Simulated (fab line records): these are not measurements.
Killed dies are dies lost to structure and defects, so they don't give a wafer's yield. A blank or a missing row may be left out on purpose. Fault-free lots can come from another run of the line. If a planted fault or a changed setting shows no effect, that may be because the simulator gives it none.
Matching of chambers | flow sky130 | cmp-02 running SKY_VIA3_CMP_02: 4 sister chambers
The step polishes SiO2. 14 wafers are shown with their chamber, then 7 later ones without.

## WAFERS, EACH WITH ITS CHAMBER
wafer  | chamber | motor-current-A (A) | edge-zone-pressure-frac
L764.2 | 1       | 11.7                | 0.990
L764.3 | 3       | 12.3                | 0.999
L764.4 | 0       | 11.9                | 0.995
L765.2 | 0       | 11.9                | 0.996
L765.3 | 3       | 12.3                | 0.993
L765.6 | 0       | 12.2                | 1.015
L766.3 | 0       | 12.1                | 0.998
L766.5 | 3       | 12.7                | 0.996
L766.6 | 2       | 13.3                | 1.000
L767.1 | 3       | 12.4                | 1.006
L767.2 | 0       | 12.2                | 0.997
L767.4 | 1       | 12.2                | 1.002
L768.2 | 1       | 11.7                | 0.996
L768.3 | 3       | 12.5                | 1.002

SIGNATURES, as means of the wafers listed above
reading                 | chamber 0 | chamber 1 | chamber 2 | chamber 3 | scatter within a chamber
motor-current-A         | 12.060    | 11.867    | 13.300    | 12.440    | 0.193
edge-zone-pressure-frac | 1.00020   | 0.99600   | 1.00000   | 0.99920   | 0.00673
Rule: for a wafer and a chamber, the distance is found by dividing, reading by reading, the gap between the wafer's reading and the chamber's mean by the reading's scatter, squaring, summing and taking the root. If the next closest chamber is less than 2 further off than the closest, the wafer can't be placed; otherwise it belongs to the closest. The scatter is the square root of a quotient: the sum, over the shown wafers, of each reading's squared deviation from its chamber's mean, divided by wafers minus chambers.

## WAFERS WITHOUT THEIR CHAMBER
wafer  | motor-current-A (A) | edge-zone-pressure-frac
L768.5 | 12.2                | 1.002
L772.1 | 12.5                | 1.007
L772.4 | 11.8                | 1.000
L772.6 | 14.0                | 1.002
L777.3 | 13.2                | 0.991
L777.4 | 12.6                | 0.998
L777.6 | 11.8                | 0.995

## EACH ONE'S CHAMBER
wafer  | from the rows above          | in truth
L768.5 | can't be placed: 0 or 3 or 1 | 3
L772.1 | can't be placed: 3 or 0      | 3
L772.4 | can't be placed: 1 or 0      | 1
L772.6 | 2                            | 2
L777.3 | 2                            | 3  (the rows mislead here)
L777.4 | can't be placed: 3 or 0      | 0
L777.6 | can't be placed: 1 or 0      | 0
Correct placement for 1 of the 7. These rows do not allow placing 5 (true chamber among the candidates in 5). Number placed wrongly: 1.
